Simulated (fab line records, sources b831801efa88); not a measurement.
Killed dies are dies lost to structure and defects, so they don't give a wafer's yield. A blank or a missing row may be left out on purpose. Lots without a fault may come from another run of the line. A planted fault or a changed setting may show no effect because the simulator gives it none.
One fault seen from 2 desks | flow gf180mcu | each desk has only its own numbers; what lay behind them comes last

THE TOOL OWNER'S DESK: krf_scanner-02
The tool's own readings at GF_M4_EXPOSE_11 (exposes mask Metal4, target cd 280 nm): means of the sampled wafers that have a number, for each lot that ran on this tool. A lot is out of limits, marked OUT, if its mean lies more than 4 standard deviations from the usual mean; the brackets give that distance.
Columns: A = exposure_dose_mJ_cm2 at GF_M4_EXPOSE_11, usual 27.97
lot  | first seen here | A
L343 | day 25 12:53    | 27.96
L345 | day 26 05:22    | 27.98
L354 | day 28 23:49    | 27.09 (-27) OUT
L355 | day 29 07:07    | 27.10 (-26) OUT
This desk's finding: out of limits on L354, L355; first on L354, day 28 23:49 (exposure_dose_mJ_cm2 at GF_M4_EXPOSE_11). In limits: L343, L345.

THE METROLOGY DESK
What the gauges read, lot by lot, whatever tool the lot ran on: means of the sampled wafers that have a number. A lot is out of limits, marked OUT, if its mean lies more than 4 standard deviations from the usual mean; the brackets give that distance.
Columns: A = M4_ALCU_THK at GF_M4_THK_MEAS_06, usual 447 nm; B = cd_nm at GF_M4_CD_MEAS_14, usual 279.5 nm
lot  | first seen here | A   | B
L336 | day 22 15:31    | 448 | 280.6
L340 | day 23 22:38    | 439 | 280.1
L343 | day 25 02:17    | 444 | 279.5
L344 | day 25 23:08    | 450 | 280.7
L345 | day 25 23:23    | 443 | 279.7
L347 | day 26 14:31    | 449 | 278.8
L350 | day 27 18:03    | 445 | 278.6
L352 | day 27 21:22    | 440 | 279.0
L354 | day 28 15:22    | 449 | 261.8 (-19) OUT
L355 | day 28 21:11    | 440 | 250.4 (-31) OUT
L358 | day 29 21:11    | 452 | 278.4
This desk's finding: out of limits on L354, L355; first on L354, day 29 09:38 (cd_nm at GF_M4_CD_MEAS_14). In limits: L336, L340, L343, L344, L345, L347, L350, L352, L358.

PUT TOGETHER
The tool owner's desk could have raised an alarm at day 28 23:49, on L354, L355.
The metrology desk could have raised an alarm at day 29 09:38, on L354, L355.
Of the lots named, all ran GF_M4_EXPOSE_11 on krf_scanner-02.

WHAT THE SIMULATOR HAD PUT IN
Process parameter drift: krf_scanner-02, from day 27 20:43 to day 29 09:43, at GF_M4_EXPOSE_11. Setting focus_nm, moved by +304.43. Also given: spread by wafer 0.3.
Lots struck among those shown: L354, L355.
Hours from the fault's start to each desk's first reading out of limits: the tool owner's desk, 27; the metrology desk, 37.
